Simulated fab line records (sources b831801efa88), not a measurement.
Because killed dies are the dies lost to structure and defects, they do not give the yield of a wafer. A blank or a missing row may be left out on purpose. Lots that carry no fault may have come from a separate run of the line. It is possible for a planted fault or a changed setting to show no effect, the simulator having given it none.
Check of tool commonality | flow sky130 | 36 wafers sampled across 11 lots

== REASON FOR OPENING ==
1 of 11 lots carry a flag on the reading SONOS_ONO_CVD_02_THK at SKY_SONOS_ONO_THK_MEAS_03. No-fault wafers: 10.47 nm, standard deviation 0.15.
Rule: a lot gets a flag if all its wafers with a number sit over 4 standard deviations from that mean, or if no wafer of it has a number. The rest of the lots are taken to be sound.

lot  | measured     | on            | SONOS_ONO_CVD_02_THK (nm), wafer by wafer | flag
L396 | day 11 14:42 | film_metro-01 | 10.23 10.36 10.27                         |
L397 | day 11 22:10 | film_metro-01 | 10.15 10.08 10.07                         |
L399 | day 13 08:32 | film_metro-01 | 10.22 10.44 10.36                         |
L400 | day 14 00:43 | film_metro-01 | 10.67 10.61 10.59                         |
L402 | day 14 12:32 | film_metro-04 | 10.46 10.55 10.50                         |
L401 | day 14 13:35 | film_metro-04 | 10.32 10.32 10.38                         |
L404 | day 15 00:17 | film_metro-02 | 10.57 10.47 10.42                         |
L403 | day 15 00:18 | film_metro-01 | 10.54 10.49 10.35                         |
L406 | day 15 08:05 | film_metro-01 | 10.35 10.45 10.45                         |
L408 | day 16 07:59 | film_metro-01 | 4.23 4.41 4.21 4.22 4.44 4.25             | FLAGGED
L412 | day 17 08:08 | film_metro-02 | 10.70 10.69 10.70                         |
The numbers of the flagged lots are 4.29 nm on average: -6.18 nm against the usual, or -41 standard deviations.

== LOT BY LOT: THE TOOL USED ==
Before the reading, the record contains 2 process steps out of a 708-step route. Every cell lists first the tool, next ch and the chambers used by the sampled wafers, and last the start.
lot  | flag    | SKY_VT_ADJUST_NCORE_STRIP_10         | SKY_SONOS_ONO_CVD_02
L396 |         | plasma_asher-03 ch 0,1, day 8 12:49  | lpcvd-02 ch 0, day 11 13:38
L397 |         | plasma_asher-01 ch 0,1, day 8 17:50  | lpcvd-02 ch 0, day 11 21:07
L399 |         | plasma_asher-04 ch 0,1, day 10 01:20 | lpcvd-02 ch 1, day 13 07:29
L400 |         | plasma_asher-03 ch 0,1, day 10 16:38 | lpcvd-02 ch 1, day 13 23:40
L402 |         | plasma_asher-03 ch 0,1, day 11 02:05 | lpcvd-02 ch 0, day 14 11:29
L401 |         | plasma_asher-04 ch 0,1, day 11 04:05 | lpcvd-02 ch 0, day 14 12:32
L404 |         | plasma_asher-04 ch 0,1, day 11 11:53 | lpcvd-02 ch 0, day 14 23:14
L403 |         | plasma_asher-04 ch 0,1, day 11 11:28 | lpcvd-02 ch 1, day 14 23:14
L406 |         | plasma_asher-03 ch 0,1, day 11 18:11 | lpcvd-02 ch 1, day 15 07:02
L408 | FLAGGED | plasma_asher-04 ch 0,1, day 12 16:35 | lpcvd-02 ch 1, day 16 06:56
L412 |         | plasma_asher-03 ch 0,1, day 13 15:29 | lpcvd-02 ch 0, day 17 07:05
What the steps here do:
- SKY_VT_ADJUST_NCORE_STRIP_10: strips in O2/N2.
- SKY_SONOS_ONO_CVD_02: deposits Si3N4 from DCS/NH3, target thk 10.5 nm, time 180 s.
- SKY_SONOS_ONO_THK_MEAS_03

== FLAGGED OVER TOTAL, TOOL BY TOOL (the gauges that took the reading come last) ==
step                         | tool            | lots run | flagged | share of the flagged lots | sound lots run after its first flagged lot
SKY_VT_ADJUST_NCORE_STRIP_10 | plasma_asher-01 | 1        | 0       | none                      | -
SKY_VT_ADJUST_NCORE_STRIP_10 | plasma_asher-03 | 5        | 0       | none                      | -
SKY_VT_ADJUST_NCORE_STRIP_10 | plasma_asher-04 | 5        | 1       | all                       | 0
SKY_SONOS_ONO_CVD_02         | lpcvd-02        | 11       | 1       | all                       | 1 (L412)
SKY_SONOS_ONO_THK_MEAS_03    | film_metro-01   | 7        | 1       | all                       | 0
SKY_SONOS_ONO_THK_MEAS_03    | film_metro-02   | 2        | 0       | none                      | -
SKY_SONOS_ONO_THK_MEAS_03    | film_metro-04   | 2        | 0       | none                      | -

== WHAT IS ALLOWED BY THE TABLE ==
3 rows of the table ran every flagged lot: plasma_asher-04 at SKY_VT_ADJUST_NCORE_STRIP_10, lpcvd-02 at SKY_SONOS_ONO_CVD_02, film_metro-01 at SKY_SONOS_ONO_THK_MEAS_03.
- plasma_asher-04 at SKY_VT_ADJUST_NCORE_STRIP_10: 1 of its 5 lots flagged. Last sound lot L404 at day 11 11:53, first flagged lot L408 at day 12 16:35; a fault beginning in between fits.
- lpcvd-02 at SKY_SONOS_ONO_CVD_02: 1 of its 11 lots flagged. After the first flagged lot (L412), sound lots still ran on it; a lasting fault on the whole tool would not permit that.
- film_metro-01 at SKY_SONOS_ONO_THK_MEAS_03: 1 of its 7 lots flagged. Last sound lot L406 at day 15 08:05, first flagged lot L408 at day 16 07:59; a fault beginning in between fits.
Because each of these 2 tools fits a fault that began at some hour, counting lots does not separate them. More lots, or a look at what each step does to the wafer, might.

== WHAT HAD BEEN PUT IN BY THE SIMULATOR ==
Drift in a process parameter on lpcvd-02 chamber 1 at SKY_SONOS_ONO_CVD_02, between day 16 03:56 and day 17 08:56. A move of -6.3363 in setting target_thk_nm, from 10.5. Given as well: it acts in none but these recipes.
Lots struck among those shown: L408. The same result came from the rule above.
